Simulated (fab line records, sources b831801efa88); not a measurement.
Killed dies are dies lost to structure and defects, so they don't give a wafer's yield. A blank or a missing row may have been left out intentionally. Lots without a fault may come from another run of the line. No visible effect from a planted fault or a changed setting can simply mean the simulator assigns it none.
Matching of chambers | flow sky130 | SKY_VIA1_CMP_02 on cmp-01 has 4 sister chambers
The step polishes SiO2. 14 wafers are shown with their chamber, then 7 later ones without.

## EACH WAFER AND ITS CHAMBER
wafer  | chamber | motor_current_A (A)
L303.1 | 2       | 12.4
L303.5 | 1       | 11.9
L303.6 | 0       | 12.9
L304.1 | 2       | 12.6
L304.3 | 3       | 10.7
L304.4 | 1       | 11.6
L305.1 | 3       | 11.7
L305.2 | 2       | 11.8
L305.6 | 3       | 11.4
L306.1 | 2       | 12.8
L306.3 | 0       | 12.6
L306.4 | 1       | 11.6
L311.3 | 3       | 11.7
L311.5 | 0       | 13.2

SIGNATURES (means of the wafers above)
reading         | chamber 0 | chamber 1 | chamber 2 | chamber 3 | scatter within a chamber
motor_current_A | 12.900    | 11.700    | 12.400    | 11.375    | 0.383
Rule: for each reading, subtract the chamber's mean from the wafer's reading, divide by that reading's scatter and square the result; add these up over the readings and take the root, which gives the wafer's distance from the chamber. If the next closest chamber is less than 2 further off than the closest, the wafer can't be placed; otherwise it belongs to the closest. The scatter: the root of (the sum of the squares of (reading less its chamber's mean) over the shown wafers, divided by (wafers less chambers)).

## WAFERS WHOSE CHAMBER IS MISSING
wafer  | motor_current_A (A)
L311.6 | 12.0
L317.2 | 13.1
L317.4 | 13.3
L317.5 | 11.9
L318.1 | 11.9
L318.2 | 12.8
L318.3 | 11.3

## WHICH CHAMBER EACH ONE RAN IN
wafer  | from the rows above               | in truth
L311.6 | can't be placed: 1 or 2 or 3 or 0 | 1
L317.2 | can't be placed: 0 or 2           | 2
L317.4 | can't be placed: 0 or 2           | 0
L317.5 | can't be placed: 1 or 2 or 3      | 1
L318.1 | can't be placed: 1 or 2 or 3      | 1
L318.2 | can't be placed: 0 or 2           | 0
L318.3 | can't be placed: 3 or 1           | 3
Correctly placed: 0 of 7. From these rows, 7 cannot be placed; in 7 the true chamber is one of the candidates. Placed wrongly: 0.
